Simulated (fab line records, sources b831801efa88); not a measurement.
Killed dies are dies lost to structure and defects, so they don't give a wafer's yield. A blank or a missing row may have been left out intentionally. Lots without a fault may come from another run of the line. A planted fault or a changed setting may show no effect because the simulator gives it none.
fab line records | flow sky130 | part 1 of 2: steps 1 to 30 of 44
[record] lots = 5 | wafers = 15 | last_day = 48
route steps=708 shown FIELD_ISO@18 NWELL@32 DNWELL@35 PWDE@45
lots untouched by any fault: they come from a run of this same line in which no faults occurred
start_h: start of the lot's first displayed wafer, in hours after the record's first day | wait_h: time in hours since the lot's previous step | " as in the row above | L1.1+2: a single row standing in for several wafers | - no value, or no start given | * or withheld: withheld | < > ~ a bound
route shown NAME@n: a module of which the file shows steps, and the number in the route of the first | usual: mean/standard deviation of fault-free wafers | same: alike in all rows | chamber/n: place in a boat | sites: each site's reading | _std_site: standard deviation of those values | _edge_site: outer sites' mean less inner sites' | radius_mm: for every site, how far away it sits from the centre of the wafer | mask NAME#n: copy n | behind: the tool/chamber that last shaped the wafer | hold: why the lot went on hold/how many hours it stayed there/how the hold came to an end | device: the n, p or np transistor that did not switch | end of line: at the end of the route, the tests of the same wafers | a step with no rows: only its recipe | killed: count of dies lost to structure and defects at first sort (not the wafer's yield) | map: a wafer's dies, x killed, . not, _ none there
set.NAME: the run value of the setting; set.NAME@STEP: its run value at that earlier step | model.NAME: the simulator's own value behind a step, which no gauge read
certain route steps with their lots: each step a table, each wafer a row
services: a tool's chamber out of use, with start hour (start_h, from the record's first day; less than 0 if before it), hours out, and reason
[[steps]]
[step SKY_FIELD_ISO_ETCH_17]
[recipe] target_depth_a = 3420 | mask_material = Si3N4 | chemistry = HBr/Cl2/O2 | target = Si | taper_deg = 5 | icp_w = 600 | bias_w = 150 | pressure_mtorr = 15 | HBr_flow_sccm = 150 | Cl2_flow_sccm = 40 | O2_flow_sccm = 6 | time_s = 97.7
[usual] drypump_motor_current_A = 5.8/0.44 | he_backside_leak_sccm = 2.77/0.24 | oes_product_au = 0.999/0.011 | throttle_valve_pct = 25.658/0.011
[same] time_s = 97.7
lot.wafer | tool      | chamber | start_h | wait_h | drypump_motor_current_A | he_backside_leak_sccm | oes_product_au | rf_hours_counter_h | throttle_valve_pct
L078.2    | rie_si-01 | 3       | 55.48   | 0.1    | 5.2                     | 2.51                  | 0.996          | 29                 | 25.655
L078.5    | "         | 1       | "       | "      | 5.7                     | 2.95                  | 0.995          | -                  | 25.672
L078.6    | "         | 2       | "       | "      | 5.7                     | 2.51                  | 1.009          | -                  | 25.641
L079.1    | rie_si-02 | 3       | 55.83   | 0.1    | 6.4                     | 2.97                  | 1.010          | 143                | 25.641
L079.3    | "         | 1       | "       | "      | 6.2                     | 3.07                  | 0.988          | 2                  | 25.675
L079.6    | "         | 1       | "       | "      | 6.2                     | 3.03                  | 0.984          | -                  | 25.667
L081.2    | rie_si-01 | 1       | 65.78   | 0.1    | 5.7                     | 2.77                  | 1.002          | 1                  | 25.649
L081.4    | "         | 0       | "       | "      | 5.4                     | 2.93                  | 1.003          | 2                  | 25.653
L081.5    | "         | 3       | "       | "      | 5.2                     | 2.28                  | 0.997          | -                  | 25.649
L088.3    | rie_si-02 | 0       | 103.53  | 0.0    | 6.6                     | 2.85                  | 0.992          | 92                 | 25.680
L088.4    | "         | 1       | "       | "      | 6.2                     | 3.08                  | 0.980          | 3                  | 25.675
L088.6    | "         | 0       | "       | "      | 6.6                     | 2.79                  | 0.991          | -                  | 25.653
L089.2    | rie_si-01 | 0       | 104.48  | 0.1    | 5.4                     | 2.98                  | 1.012          | 2                  | 25.651
L089.3    | "         | 3       | "       | "      | 5.2                     | 2.27                  | 1.013          | 30                 | 25.643
L089.6    | "         | 2       | "       | "      | 5.6                     | 2.48                  | 1.014          | -                  | 25.644
[step SKY_FIELD_ISO_WET_ETCH_18]
[recipe] chemistry = H3PO4 | target_depth_nm = 25 | temp_c = 160 | target = Si3N4 | time_s = 286
[usual] bath_heat_duty_pct = 27.1/2.7
[same] time_s = 286
lot.wafer | tool         | chamber | start_h | wait_h | bath_heat_duty_pct
L078.2    | wet_bench-04 | 0       | 55.56   | 0.0    | 30.4
L078.5    | "            | 0       | "       | "      | 31.9
L078.6    | "            | 0       | "       | "      | 30.7
L079.1    | wet_bench-01 | 0       | 55.91   | 0.0    | 27.1
L079.3    | "            | 0       | "       | "      | 27.4
L079.6    | "            | 0       | "       | "      | 27.7
L081.2    | wet_bench-01 | 3       | 65.86   | 0.0    | 22.0
L081.4    | "            | 3       | "       | "      | 21.6
L081.5    | "            | 3       | "       | "      | 21.0
L088.3    | wet_bench-02 | 1       | 103.61  | 0.0    | 23.2
L088.4    | "            | 1       | "       | "      | 23.5
L088.6    | "            | 1       | "       | "      | 22.4
L089.2    | wet_bench-01 | 0       | 104.56  | 0.0    | 26.5
L089.3    | "            | 0       | "       | "      | 25.4
L089.6    | "            | 0       | "       | "      | 26.0
[step SKY_FIELD_ISO_CLEAN_19]
[recipe] chemistry = SC1/SC2 | mix = 1:4:20 | temp_c = 70 | time_s = 150
[usual] bath_heat_duty_pct = 13.3/1.4
[same] time_s = 150
lot.wafer | tool         | chamber | start_h | wait_h | bath_heat_duty_pct
L078.2    | wet_bench-01 | 3       | 55.64   | 0.0    | 10.7
L078.5    | "            | 3       | "       | "      | 11.5
L078.6    | "            | 3       | "       | "      | 11.6
L079.1    | wet_bench-02 | 1       | 55.99   | 0.0    | 11.7
L079.3    | "            | 1       | "       | "      | 10.9
L079.6    | "            | 1       | "       | "      | 12.1
L081.2    | wet_bench-02 | 3       | 65.94   | 0.0    | 14.0
L081.4    | "            | 3       | "       | "      | 14.9
L081.5    | "            | 3       | "       | "      | 15.1
L088.3    | wet_bench-01 | 0       | 103.69  | 0.0    | 13.9
L088.4    | "            | 0       | "       | "      | 13.7
L088.6    | "            | 0       | "       | "      | 13.5
L089.2    | wet_bench-04 | 1       | 104.64  | 0.0    | 16.7
L089.3    | "            | 1       | "       | "      | 15.9
L089.6    | "            | 1       | "       | "      | 15.2
[step SKY_FIELD_ISO_CLEAN_20]
[recipe] chemistry = dHF | time_s = 20 | dilution = 100:1
[same] time_s = 20
lot.wafer  | tool         | chamber | start_h | wait_h
L078.2+5+6 | wet_bench-02 | 0       | 55.69   | 0.0
L079.1+3+6 | wet_bench-04 | 0       | 56.05   | 0.0
L081.2+4+5 | wet_bench-04 | 3       | 65.99   | 0.0
L088.3+4+6 | wet_bench-04 | 3       | 103.74  | 0.0
L089.2+3+6 | wet_bench-01 | 3       | 104.69  | 0.0
[step SKY_FIELD_ISO_WET_ETCH_21]
[recipe] chemistry = dHF | dilution = 100:1 | target_depth_nm = 20 | dry = ipa_marangoni | target = SiO2 | temp_c = 25 | time_s = 400
[usual] bath_heat_duty_pct = 6.2/0.77
[same] time_s = 400
lot.wafer | tool         | chamber | start_h | wait_h | bath_heat_duty_pct
L078.2    | wet_bench-04 | 1       | 55.71   | 0.0    | 6.6
L078.5    | "            | 1       | "       | "      | 6.4
L078.6    | "            | 1       | "       | "      | 8.1
L079.1    | wet_bench-01 | 0       | 56.07   | 0.0    | 6.0
L079.3    | "            | 0       | "       | "      | 6.1
L079.6    | "            | 0       | "       | "      | 6.3
L081.2    | wet_bench-01 | 2       | 66.01   | 0.0    | 6.9
L081.4    | "            | 2       | "       | "      | 6.5
L081.5    | "            | 2       | "       | "      | 6.8
L088.3    | wet_bench-02 | 0       | 103.76  | 0.0    | 6.6
L088.4    | "            | 0       | "       | "      | 5.0
L088.6    | "            | 0       | "       | "      | 6.2
L089.2    | wet_bench-04 | 3       | 104.71  | 0.0    | 7.2
L089.3    | "            | 3       | "       | "      | 6.3
L089.6    | "            | 3       | "       | "      | 6.8
[step SKY_FIELD_ISO_OXIDATION_22]
[recipe] temp_c = 950 | ambient = O2 | stabilise_s = 600 | purge_s = 300 | target_thk_a = 100 | ox_time_s = 623
[usual] zone_power_upper_pct = 16.8/0.59
lot.wafer | tool       | chamber | start_h | wait_h | zone_power_upper_pct
L078.2    | furnace-01 | 0       | 56.73   | 0.9    | 16.3
L078.5    | "          | 0       | "       | "      | 16.3
L078.6    | "          | 0       | "       | "      | 16.2
L079.1    | furnace-01 | 0       | 56.73   | 0.5    | 16.4
L079.3    | "          | 0       | "       | "      | 16.2
L079.6    | "          | 0       | "       | "      | 16.4
L081.2    | furnace-01 | 0       | 66.50   | 0.4    | 16.2
L081.4    | "          | 0       | "       | "      | 16.4
L081.5    | "          | 0       | "       | "      | 16.4
L088.3    | furnace-01 | 0       | 103.88  | 0.0    | 16.2
L088.4    | "          | 0       | "       | "      | 16.2
L088.6    | "          | 0       | "       | "      | 16.3
L089.2    | furnace-01 | 0       | 105.05  | 0.2    | 16.3
L089.3    | "          | 0       | "       | "      | 16.2
L089.6    | "          | 0       | "       | "      | 16.2
[step SKY_FIELD_ISO_THK_MEAS_23]
[recipe] reads = SiO2_of_FIELD_ISO_OXIDATION_22
[usual] FIELD_ISO_OXIDATION_01_THK = 10.00/0.17
lot.wafer | tool          | chamber | start_h | wait_h | FIELD_ISO_OXIDATION_01_THK[nm]
L079.1    | film_metro-03 | -       | 57.90   | 0.0    | 9.89
L079.3    | "             | -       | "       | "      | 9.88
L079.6    | "             | -       | "       | "      | 9.82
L078.2    | film_metro-04 | -       | 57.91   | 0.0    | 9.96
L078.5    | "             | -       | "       | "      | 9.99
L078.6    | "             | -       | "       | "      | 10.13
L081.2    | film_metro-04 | -       | 67.68   | 0.0    | 9.85
L081.4    | "             | -       | "       | "      | 9.83
L081.5    | "             | -       | "       | "      | 10.07
L088.3    | film_metro-02 | -       | 105.07  | 0.0    | 10.19
L088.4    | "             | -       | "       | "      | 10.11
L088.6    | "             | -       | "       | "      | 10.07
L089.2    | film_metro-03 | -       | 106.23  | 0.0    | 9.96
L089.3    | "             | -       | "       | "      | 10.02
L089.6    | "             | -       | "       | "      | 9.84
[step SKY_FIELD_ISO_CVD_24]
[recipe] material = SiO2 | target_thk_nm = 595 | temp_c = 650 | sigma_open_frac = 0.3 | time_s = 99.2 | sih4_flow_sccm = 60 | pressure_mtorr = 6
[same] time_s = 99.2
lot.wafer  | tool      | chamber | start_h | wait_h
L078.2+5+6 | hdpcvd-01 | 1,0,2   | 57.96   | 0.0
L079.1+3+6 | hdpcvd-02 | 1,2,0   | 57.96   | 0.1
L081.2+4+5 | hdpcvd-01 | 1,2,1   | 67.80   | 0.1
L088.3+4+6 | hdpcvd-01 | 2,0,1   | 105.11  | 0.0
L089.2+3+6 | hdpcvd-01 | 0,1,2   | 106.28  | 0.0
[step SKY_FIELD_ISO_THK_MEAS_25]
[recipe] reads = SiO2_of_FIELD_ISO_CVD_24
[usual] FIELD_ISO_CVD_24_THK = 596/5.6
lot.wafer | tool          | chamber | start_h | wait_h | FIELD_ISO_CVD_24_THK[nm]
L079.1    | film_metro-04 | -       | 58.03   | 0.0    | 601
L079.3    | "             | -       | "       | "      | 598
L079.6    | "             | -       | "       | "      | 602
L078.2    | film_metro-03 | -       | 58.04   | 0.0    | 598
L078.5    | "             | -       | "       | "      | 600
L078.6    | "             | -       | "       | "      | 594
L081.2    | film_metro-04 | -       | 67.89   | 0.0    | 602
L081.4    | "             | -       | "       | "      | 597
L081.5    | "             | -       | "       | "      | 604
L088.3    | film_metro-03 | -       | 105.20  | 0.1    | 593
L088.4    | "             | -       | "       | "      | 598
L088.6    | "             | -       | "       | "      | 601
L089.2    | film_metro-02 | -       | 106.36  | 0.0    | 593
L089.3    | "             | -       | "       | "      | 593
L089.6    | "             | -       | "       | "      | 588
[step SKY_FIELD_ISO_ANNEAL_26]
[recipe] temp_c = 1000 | time_s = 1800 | ambient = N2
[usual] zone_power_upper_pct = 18.6/0.64
[same] time_s = 1800
lot.wafer | tool       | chamber | start_h | wait_h | zone_power_upper_pct
L078.2    | furnace-01 | 0       | 59.43   | 1.4    | 18.1
L078.5    | "          | 0       | "       | "      | 18.3
L078.6    | "          | 0       | "       | "      | 18.3
L079.1    | furnace-01 | 0       | 59.43   | 1.4    | 18.2
L079.3    | "          | 0       | "       | "      | 18.2
L079.6    | "          | 0       | "       | "      | 17.9
L081.2    | furnace-01 | 0       | 73.47   | 5.6    | 18.2
L081.4    | "          | 0       | "       | "      | 18.2
L081.5    | "          | 0       | "       | "      | 18.3
L088.3    | furnace-01 | 0       | 106.22  | 1.0    | 18.3
L088.4    | "          | 0       | "       | "      | 18.2
L088.6    | "          | 0       | "       | "      | 18.2
L089.2    | furnace-02 | 0       | 107.42  | 1.0    | 19.3
L089.3    | "          | 0       | "       | "      | 19.9
L089.6    | "          | 0       | "       | "      | 19.4
[step SKY_FIELD_ISO_CMP_27]
[recipe] stop_on = Si3N4 | t_overpolish_s = 16 | down_force_psi = 4 | platen_rpm = 60 | target_thk_nm = 457.8 | pad_velocity_m_s = 0.94248
[usual] motor_current_A = 12.3/0.98 | overpolish_run_s = 16.001/0.0081 | time_to_endpoint_s = 112/3.9
lot.wafer | tool   | chamber | start_h | wait_h | motor_current_A | overpolish_run_s | time_to_endpoint_s
L078.2    | cmp-02 | 2       | 61.08   | 0.1    | 12.8            | 15.993           | 117
L078.5    | "      | 3       | "       | "      | 11.8            | 16.007           | 116
L078.6    | "      | 0       | "       | "      | 12.6            | 16.002           | 110
L079.3    | cmp-02 | 0       | 61.33   | 0.4    | 12.3            | 16.007           | 105
L079.1    | "      | 1       | "       | "      | 13.3            | 15.992           | 108
L079.6    | "      | 3       | "       | "      | 12.2            | 16.004           | 113
L081.4    | cmp-02 | 3       | 75.37   | 0.4    | 12.6            | 15.992           | 114
L081.2    | "      | 1       | "       | "      | 13.4            | 16.007           | 106
L081.5    | "      | 0       | "       | "      | 11.6            | 16.003           | 110
L088.3    | cmp-01 | 0       | 107.72  | 0.0    | 13.4            | 15.996           | 113
L088.4    | "      | 1       | "       | "      | 11.3            | 16.012           | 116
L088.6    | "      | 0       | "       | "      | 12.9            | 16.009           | 112
L089.2    | cmp-01 | 0       | 108.97  | 0.1    | 13.4            | 16.001           | 112
L089.3    | "      | 2       | "       | "      | 11.2            | 15.986           | 110
L089.6    | "      | 0       | "       | "      | 13.5            | 15.996           | 113
[step SKY_FIELD_ISO_WET_ETCH_28]
[recipe] chemistry = dHF | target_depth_nm = 23.7 | target = SiO2 | dilution = 10:1 | temp_c = 25 | time_s = 47
[usual] bath_heat_duty_pct = 6.4/0.81
[same] time_s = 47
lot.wafer | tool         | chamber | start_h | wait_h | bath_heat_duty_pct
L078.2    | wet_bench-01 | 3       | 61.23   | 0.1    | 5.9
L078.5    | "            | 3       | "       | "      | 4.5
L078.6    | "            | 3       | "       | "      | 6.1
L079.1    | wet_bench-01 | 2       | 61.53   | 0.1    | 6.3
L079.3    | "            | 2       | "       | "      | 7.2
L079.6    | "            | 2       | "       | "      | 6.5
L081.2    | wet_bench-01 | 0       | 75.67   | 0.1    | 5.9
L081.4    | "            | 0       | "       | "      | 6.1
L081.5    | "            | 0       | "       | "      | 6.6
L088.3    | wet_bench-04 | 0       | 108.02  | 0.2    | 6.7
L088.4    | "            | 0       | "       | "      | 7.8
L088.6    | "            | 0       | "       | "      | 6.9
L089.2    | wet_bench-02 | 0       | 109.25  | 0.2    | 6.0
L089.3    | "            | 0       | "       | "      | 5.4
L089.6    | "            | 0       | "       | "      | 5.2
[step SKY_FIELD_ISO_WET_ETCH_29]
[recipe] chemistry = H3PO4 | target_depth_nm = 160 | target = Si3N4 | temp_c = 160 | time_s = 1825
[usual] bath_heat_duty_pct = 27.5/3
[same] time_s = 1825
lot.wafer | tool         | chamber | start_h | wait_h | bath_heat_duty_pct
L078.2    | wet_bench-04 | 1       | 61.26   | 0.0    | 30.9
L078.5    | "            | 1       | "       | "      | 29.7
L078.6    | "            | 1       | "       | "      | 33.6
L079.1    | wet_bench-02 | 1       | 61.56   | 0.0    | 24.5
L079.3    | "            | 1       | "       | "      | 24.7
L079.6    | "            | 1       | "       | "      | 25.1
L081.2    | wet_bench-04 | 2       | 75.70   | 0.0    | 27.0
L081.4    | "            | 2       | "       | "      | 24.6
L081.5    | "            | 2       | "       | "      | 26.7
L088.3    | wet_bench-01 | 2       | 108.04  | 0.0    | 27.9
L088.4    | "            | 2       | "       | "      | 26.8
L088.6    | "            | 2       | "       | "      | 27.9
L089.2    | wet_bench-02 | 2       | 109.27  | 0.0    | 24.9
L089.3    | "            | 2       | "       | "      | 27.6
L089.6    | "            | 2       | "       | "      | 27.0
[step SKY_FIELD_ISO_WET_ETCH_30]
[recipe] chemistry = dHF | target_depth_nm = 25 | target = SiO2 | dilution = 10:1 | temp_c = 25 | time_s = 50
[usual] bath_heat_duty_pct = 6.3/0.86
[same] time_s = 50
lot.wafer | tool         | chamber | start_h | wait_h | bath_heat_duty_pct
L078.2    | wet_bench-01 | 3       | 61.82   | 0.0    | 6.0
L078.5    | "            | 3       | "       | "      | 4.9
L078.6    | "            | 3       | "       | "      | 5.3
L079.1    | wet_bench-01 | 3       | 62.07   | 0.0    | 5.5
L079.3    | "            | 3       | "       | "      | 4.0
L079.6    | "            | 3       | "       | "      | 5.1
L081.2    | wet_bench-02 | 2       | 76.31   | 0.0    | 5.5
L081.4    | "            | 2       | "       | "      | 6.7
L081.5    | "            | 2       | "       | "      | 6.2
L088.3    | wet_bench-02 | 0       | 108.56  | 0.0    | 6.2
L088.4    | "            | 0       | "       | "      | 5.4
L088.6    | "            | 0       | "       | "      | 5.6
L089.2    | wet_bench-01 | 0       | 109.79  | 0.0    | 5.5
L089.3    | "            | 0       | "       | "      | 6.3
L089.6    | "            | 0       | "       | "      | 5.8
[step SKY_NWELL_CLEAN_00]
[recipe] chemistry = SC1/SC2 | mix = 1:4:20 | temp_c = 70 | time_s = 150 | dry = n2_spin
[usual] bath_heat_duty_pct = 13.5/1.5
[same] time_s = 150
lot.wafer | tool         | chamber | start_h | wait_h | bath_heat_duty_pct
L078.2    | wet_bench-04 | 2       | 61.84   | 0.0    | 13.9
L078.5    | "            | 2       | "       | "      | 12.2
L078.6    | "            | 2       | "       | "      | 11.6
L079.1    | wet_bench-04 | 0       | 62.09   | 0.0    | 16.4
L079.3    | "            | 0       | "       | "      | 15.9
L079.6    | "            | 0       | "       | "      | 14.7
L081.2    | wet_bench-01 | 0       | 76.33   | 0.0    | 13.7
L081.4    | "            | 0       | "       | "      | 13.6
L081.5    | "            | 0       | "       | "      | 13.6
L088.3    | wet_bench-04 | 2       | 108.58  | 0.0    | 13.1
L088.4    | "            | 2       | "       | "      | 12.9
L088.6    | "            | 2       | "       | "      | 12.1
L089.2    | wet_bench-04 | 3       | 109.81  | 0.0    | 13.1
L089.3    | "            | 3       | "       | "      | 14.0
L089.6    | "            | 3       | "       | "      | 13.2
[step SKY_NWELL_OXIDATION_01]
[recipe] temp_c = 900 | ambient = O2 | stabilise_s = 600 | purge_s = 300 | target_thk_a = 100 | ox_time_s = 1418
[usual] zone_power_upper_pct = 14.9/0.52
lot.wafer | tool       | chamber | start_h | wait_h | zone_power_upper_pct
L078.2    | furnace-01 | 0       | 65.11   | 3.2    | 14.5
L078.5    | "          | 0       | "       | "      | 14.4
L078.6    | "          | 0       | "       | "      | 14.3
L079.1    | furnace-01 | 0       | 65.11   | 3.0    | 14.2
L079.3    | "          | 0       | "       | "      | 14.2
L079.6    | "          | 0       | "       | "      | 14.4
L081.2    | furnace-02 | 0       | 79.74   | 3.4    | 15.5
L081.4    | "          | 0       | "       | "      | 15.3
L081.5    | "          | 0       | "       | "      | 15.3
L088.3    | furnace-02 | 0       | 110.27  | 1.6    | 15.5
L088.4    | "          | 0       | "       | "      | 15.1
L088.6    | "          | 0       | "       | "      | 15.4
L089.2    | furnace-02 | 0       | 110.27  | 0.4    | 15.4
L089.3    | "          | 0       | "       | "      | 15.1
L089.6    | "          | 0       | "       | "      | 15.5
[step SKY_NWELL_THK_MEAS_02]
[recipe] reads = SiO2_of_NWELL_OXIDATION_01
[usual] NWELL_OXIDATION_THK = 10.04/0.21
lot.wafer | tool          | chamber | start_h | wait_h | NWELL_OXIDATION_THK[nm]
L079.1    | film_metro-03 | -       | 66.50   | 0.0    | 9.82
L079.3    | "             | -       | "       | "      | 9.89
L079.6    | "             | -       | "       | "      | 10.01
L078.2    | film_metro-01 | -       | 66.51   | 0.0    | 10.37
L078.5    | "             | -       | "       | "      | 10.50
L078.6    | "             | -       | "       | "      | 10.35
L081.2    | film_metro-04 | -       | 81.15   | 0.0    | 9.76
L081.4    | "             | -       | "       | "      | 9.95
L081.5    | "             | -       | "       | "      | 9.95
L089.2    | film_metro-04 | -       | 111.67  | 0.0    | 10.27
L089.3    | "             | -       | "       | "      | 10.34
L089.6    | "             | -       | "       | "      | 10.35
L088.3    | film_metro-01 | -       | 111.68  | 0.0    | 10.23
L088.4    | "             | -       | "       | "      | 10.09
L088.6    | "             | -       | "       | "      | 10.27
[step SKY_DNWELL_DEHYDRATE_00]
[recipe] temp_c = 200 | time_s = 60
[same] time_s = 60
lot.wafer  | tool           | chamber | start_h | wait_h
L079.1+3+6 | litho_track-02 | 0       | 74.00   | 7.5
L078.2+5+6 | litho_track-03 | 0       | 74.29   | 7.8
L081.2+4+5 | litho_track-03 | 0       | 89.69   | 8.5
L089.2+3+6 | litho_track-04 | 0       | 119.99  | 8.3
L088.3+4+6 | litho_track-02 | 0       | 120.05  | 8.4
[step SKY_DNWELL_HMDS_01]
[recipe] prime_time_s = 60 | prime_temp_c = 120
lot.wafer  | tool           | chamber | start_h | wait_h
L079.1+3+6 | litho_track-02 | 0       | 74.15   | 0.1
L078.2+5+6 | litho_track-03 | 0       | 74.44   | 0.1
L081.2+4+5 | litho_track-03 | 0       | 89.84   | 0.1
L089.2+3+6 | litho_track-04 | 0       | 120.14  | 0.1
L088.3+4+6 | litho_track-02 | 0       | 120.20  | 0.1
[step SKY_DNWELL_COAT_02]
[recipe] spin_rpm = 2000 | resist_thk_nm = 3000
lot.wafer  | tool           | chamber | start_h | wait_h
L079.1+3+6 | litho_track-02 | 0       | 74.30   | 0.1
L078.2+5+6 | litho_track-03 | 0       | 74.59   | 0.1
L081.2+4+5 | litho_track-03 | 0       | 89.99   | 0.1
L089.2+3+6 | litho_track-04 | 0       | 120.29  | 0.1
L088.3+4+6 | litho_track-02 | 0       | 120.35  | 0.1
[step SKY_DNWELL_SOFTBAKE_03]
[recipe] temp_c = 110 | time_s = withheld
lot.wafer  | tool           | chamber | start_h | wait_h
L079.1+3+6 | litho_track-02 | 0       | 74.45   | 0.1
L078.2+5+6 | litho_track-03 | 0       | 74.74   | 0.1
L081.2+4+5 | litho_track-03 | 0       | 90.14   | 0.1
L089.2+3+6 | litho_track-04 | 0       | 120.45  | 0.1
L088.3+4+6 | litho_track-02 | 0       | 120.52  | 0.1
[step SKY_DNWELL_EXPOSE_04]
[recipe] mask_id = DNM | na = 0.57 | target_cd_nm = 3000 | dose_mj = 222
lot.wafer  | tool             | chamber | start_h | wait_h | mask
L079.1+3+6 | iline_stepper-01 | 0       | -       | -      | DNM#0
L078.2+5+6 | iline_stepper-02 | 0       | -       | -      | DNM#0
L081.2+4+5 | iline_stepper-01 | 0       | -       | -      | DNM#0
L089.2+3+6 | iline_stepper-01 | 0       | -       | -      | DNM#0
L088.3+4+6 | iline_stepper-02 | 0       | -       | -      | DNM#0
[step SKY_DNWELL_PEB_05]
[recipe] temp_c = 115 | time_s = withheld
lot.wafer  | tool           | chamber | start_h | wait_h
L079.1+3+6 | litho_track-04 | 0       | -       | -
L078.2+5+6 | litho_track-04 | 0       | -       | -
L081.2+4+5 | litho_track-02 | 0       | -       | -
L089.2+3+6 | litho_track-02 | 0       | -       | -
L088.3+4+6 | litho_track-04 | 0       | -       | -
[step SKY_DNWELL_DEVELOP_06]
[recipe] wall_angle_deg = 90 | developer = TMAH | develop_time_s = 60 | dev_temp_c = 23
lot.wafer  | tool           | chamber | start_h | wait_h
L079.1+3+6 | litho_track-04 | 0       | -       | -
L078.2+5+6 | litho_track-04 | 0       | -       | -
L081.2+4+5 | litho_track-02 | 0       | -       | -
L089.2+3+6 | litho_track-02 | 0       | -       | -
L088.3+4+6 | litho_track-04 | 0       | -       | -
[step SKY_DNWELL_IMPLANT_07]
[recipe] species = P | energy_kev = withheld | dose_cm2 = withheld | tilt_deg = withheld
lot.wafer  | tool         | chamber | start_h | wait_h
L079.1+3+6 | implanter-04 | 0       | 82.47   | -
L078.2+5+6 | implanter-02 | 0       | 82.84   | -
L081.2+4+5 | implanter-02 | 0       | 97.58   | -
L089.2+3+6 | implanter-01 | 0       | 130.53  | -
L088.3+4+6 | implanter-04 | 0       | 130.57  | -
[step SKY_DNWELL_STRIP_08]
[recipe] chemistry = O2/N2 | power_w = 1400 | pressure_mtorr = 1500 | platen_temp_c = withheld | o2_flow_sccm = 3000 | n2_flow_sccm = 300 | overash_fraction = 0.5
[usual] drypump_motor_current_A = 5.8/0.39 | o2_flow_sccm = 3002/7.7 | oes_product_au = 0.722/0.0047 | strip_time_to_endpoint_s = 36.90/0.13
lot.wafer | tool            | chamber | start_h | wait_h | drypump_motor_current_A | o2_flow_sccm | oes_product_au | rf_hours_counter_h | strip_time_to_endpoint_s
L079.1    | plasma_asher-01 | 0       | 82.62   | 0.1    | 5.7                     | 3008         | 0.723          | 41                 | 37.00
L079.3    | "               | 0       | "       | "      | 5.7                     | 3000         | 0.719          | -                  | 36.98
L079.6    | "               | 0       | "       | "      | 5.7                     | 2996         | 0.718          | -                  | 36.97
L078.2    | plasma_asher-01 | 0       | 82.97   | 0.1    | 5.7                     | 3005         | 0.727          | 41                 | 36.88
L078.5    | "               | 1       | "       | "      | 6.1                     | 2998         | 0.725          | -                  | 37.04
L078.6    | "               | 0       | "       | "      | 5.7                     | 2996         | 0.718          | -                  | 36.93
L081.2    | plasma_asher-01 | 0       | 97.70   | 0.1    | 5.7                     | 3006         | 0.723          | 42                 | 36.86
L081.4    | "               | 0       | "       | "      | 5.7                     | 2999         | 0.725          | -                  | 36.97
L081.5    | "               | 0       | "       | "      | 5.7                     | 3007         | 0.723          | -                  | 36.89
L089.2    | plasma_asher-03 | 0       | 130.65  | 0.1    | 5.0                     | 2994         | 0.729          | 29                 | 36.83
L089.3    | "               | 0       | "       | "      | 4.9                     | 3019         | 0.725          | -                  | 36.92
L089.6    | "               | 1       | "       | "      | 5.9                     | 3007         | 0.717          | -                  | 36.95
L088.3    | plasma_asher-01 | 1       | 130.70  | 0.1    | 6.1                     | 3007         | 0.723          | -                  | 37.12
L088.4    | "               | 0       | "       | "      | 5.7                     | 2987         | 0.720          | -                  | 37.06
L088.6    | "               | 0       | "       | "      | 5.7                     | 3015         | 0.715          | -                  | 37.15
[step SKY_DNWELL_TW_MEAS_09]
[usual] DNWELL_TW = 1106/7.1
lot.wafer | tool          | chamber | start_h | wait_h | DNWELL_TW
L079.1    | film_metro-01 | -       | 82.72   | 0.1    | 1109
L079.3    | "             | -       | "       | "      | 1101
L079.6    | "             | -       | "       | "      | 1103
L078.2    | film_metro-01 | -       | 83.08   | 0.1    | 1105
L078.5    | "             | -       | "       | "      | 1101
L078.6    | "             | -       | "       | "      | 1102
L081.2    | film_metro-01 | -       | 97.81   | 0.1    | 1108
L081.4    | "             | -       | "       | "      | 1105
L081.5    | "             | -       | "       | "      | 1102
L089.2    | film_metro-04 | -       | 130.76  | 0.1    | 1115
L089.3    | "             | -       | "       | "      | 1115
L089.6    | "             | -       | "       | "      | 1112
L088.3    | film_metro-01 | -       | 130.79  | 0.1    | 1111
L088.4    | "             | -       | "       | "      | 1116
L088.6    | "             | -       | "       | "      | 1112
[step SKY_PWDE_DEHYDRATE_00]
[recipe] temp_c = 200 | time_s = 60
[same] time_s = 60
lot.wafer  | tool           | chamber | start_h | wait_h
L079.1+3+6 | litho_track-02 | 0       | 90.40   | 7.7
L078.2+5+6 | litho_track-04 | 0       | 90.64   | 7.6
L081.2+4+5 | litho_track-04 | 0       | 105.74  | 7.9
L089.2+3+6 | litho_track-04 | 0       | 139.44  | 8.7
L088.3+4+6 | litho_track-01 | 0       | 139.69  | 8.9
[step SKY_PWDE_HMDS_01]
[recipe] prime_time_s = 60 | prime_temp_c = 120
lot.wafer  | tool           | chamber | start_h | wait_h
L079.1+3+6 | litho_track-02 | 0       | 90.55   | 0.1
L078.2+5+6 | litho_track-04 | 0       | 90.79   | 0.1
L081.2+4+5 | litho_track-04 | 0       | 105.89  | 0.1
L089.2+3+6 | litho_track-04 | 0       | 139.59  | 0.1
L088.3+4+6 | litho_track-01 | 0       | 139.84  | 0.1
[step SKY_PWDE_COAT_02]
[recipe] spin_rpm = 2000 | resist_thk_nm = 3000
lot.wafer  | tool           | chamber | start_h | wait_h
L079.1+3+6 | litho_track-02 | 0       | 90.70   | 0.1
L078.2+5+6 | litho_track-04 | 0       | 90.94   | 0.1
L081.2+4+5 | litho_track-04 | 0       | 106.04  | 0.1
L089.2+3+6 | litho_track-04 | 0       | 139.74  | 0.1
L088.3+4+6 | litho_track-01 | 0       | 139.99  | 0.1
